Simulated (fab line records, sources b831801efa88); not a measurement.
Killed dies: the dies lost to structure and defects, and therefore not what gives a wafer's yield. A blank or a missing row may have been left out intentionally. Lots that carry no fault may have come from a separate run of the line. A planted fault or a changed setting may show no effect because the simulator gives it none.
Which tool did it? :: flow sky130 :: 11 lots with 32 wafers sampled at 2 steps, on a route of 708 steps

## WHAT EACH GAUGE READ, for each wafer
SKY_VIA3_OVL_MEAS_13. Usual: VIA3_OVL 1 nm, standard deviation 6.7.
lot: L295
measured: day 39 19:37
on: overlay-01
VIA3_OVL (nm): -1 -2 -3
flag: 

lot: L297
measured: day 41 01:17
on: overlay-02
VIA3_OVL (nm): -1 1 4
flag: 

lot: L300
measured: day 41 11:38
on: overlay-02
VIA3_OVL (nm): -12 8 1
flag: 

lot: L301
measured: day 41 18:03
on: overlay-01
VIA3_OVL (nm): 14 6 12
flag: 

lot: L303
measured: day 42 09:53
on: overlay-02
VIA3_OVL (nm): -8 -8 -15
flag: 

lot: L305
measured: day 42 21:15
on: overlay-01
VIA3_OVL (nm): -3 1 4
flag: 

lot: L306
measured: day 43 09:41
on: overlay-02
VIA3_OVL (nm): 7 -1 6
flag: 

lot: L307
measured: day 43 11:45
on: overlay-01
VIA3_OVL (nm): 2 2 8
flag: 

lot: L308
measured: day 43 15:14
on: overlay-01
VIA3_OVL (nm): 4 7 10
flag: 

lot: L309
measured: day 44 02:35
on: overlay-01
VIA3_OVL (nm): 5 -3 -2
flag: 

lot: L314
measured: day 45 11:47
on: overlay-02
VIA3_OVL (nm): 0 -2
flag: 

## WHICH TOOL RAN EACH LOT (tool, then ch and the chambers of the sampled wafers, then the start)
lot: L295
SKY_METAL3_SPUTTER_03: pvdSputter-01, day 36 13:31

lot: L297
SKY_METAL3_SPUTTER_03: pvdSputter-04, day 37 19:51

lot: L300
SKY_METAL3_SPUTTER_03: pvdSputter-04, day 38 07:00

lot: L301
SKY_METAL3_SPUTTER_03: pvdSputter-04, day 38 13:40

lot: L303
SKY_METAL3_SPUTTER_03: pvdSputter-01, day 39 05:20

lot: L305
SKY_METAL3_SPUTTER_03: pvdSputter-01, day 39 18:40

lot: L306
SKY_METAL3_SPUTTER_03: pvdSputter-01, day 40 08:20

lot: L307
SKY_METAL3_SPUTTER_03: pvdSputter-03, day 40 08:57

lot: L308
SKY_METAL3_SPUTTER_03: pvdSputter-04, day 40 13:41

lot: L309
SKY_METAL3_SPUTTER_03: pvdSputter-04, day 41 01:36

lot: L314
SKY_METAL3_SPUTTER_03: pvdSputter-04, day 42 13:24
- SKY_METAL3_SPUTTER_03: material Ti, target thk 5 nm, time 3.3 s.

## AS READ BY THE TOOLS THEMSELVES (means over the sampled wafers that have a number; for cases with no such wafer, the mark the record gives instead)
SKY_METAL3_SPUTTER_03. Usual: chamberPressurePa 0.4001 Pa, standard deviation 0.00089; throttleValvePct 30.2 %, standard deviation 1.2.
lot: L295
tool: pvdSputter-01
chamberPressurePa (Pa): 0.4002
throttleValvePct (%): 30.6
flag: 

lot: L297
tool: pvdSputter-04
chamberPressurePa (Pa): 0.3989
throttleValvePct (%): 30.6
flag: 

lot: L300
tool: pvdSputter-04
chamberPressurePa (Pa): 0.4000
throttleValvePct (%): 29.8
flag: 

lot: L301
tool: pvdSputter-04
chamberPressurePa (Pa): 0.4004
throttleValvePct (%): 30.7
flag: 

lot: L303
tool: pvdSputter-01
chamberPressurePa (Pa): 0.4001
throttleValvePct (%): 30.0
flag: 

lot: L305
tool: pvdSputter-01
chamberPressurePa (Pa): 0.4001
throttleValvePct (%): 31.0
flag: 

lot: L306
tool: pvdSputter-01
chamberPressurePa (Pa): 0.4007
throttleValvePct (%): 30.2
flag: 

lot: L307
tool: pvdSputter-03
chamberPressurePa (Pa): 0.3996
throttleValvePct (%): 29.8
flag: 

lot: L308
tool: pvdSputter-04
chamberPressurePa (Pa): 0.4000
throttleValvePct (%): 29.4
flag: 

lot: L309
tool: pvdSputter-04
chamberPressurePa (Pa): 0.4004
throttleValvePct (%): 30.7
flag: 

lot: L314
tool: pvdSputter-04
chamberPressurePa (Pa): 0.4005
throttleValvePct (%): 29.0
flag: 

## THE ANSWER, worked out from the rows above alone
Rule: take the mean of a lot's wafers that have a number; if it is more than 3 standard deviations from the usual mean, the lot is off. A lot without any number at a reading at which 4 lots or more have one is off too. Where the step has rows for the other lots, those lots are counted as sound. After the gauges, taken in route order, come the tools' own readings; for these a lot's mean is taken, as printed above. The first step at which some lot is off is used, and at that step the reading that is off furthest; a lot without a number counts as furthest.
Nothing can be told from this: no lot is off at any reading shown.

## WHAT WAS PUT IN BY THE SIMULATOR
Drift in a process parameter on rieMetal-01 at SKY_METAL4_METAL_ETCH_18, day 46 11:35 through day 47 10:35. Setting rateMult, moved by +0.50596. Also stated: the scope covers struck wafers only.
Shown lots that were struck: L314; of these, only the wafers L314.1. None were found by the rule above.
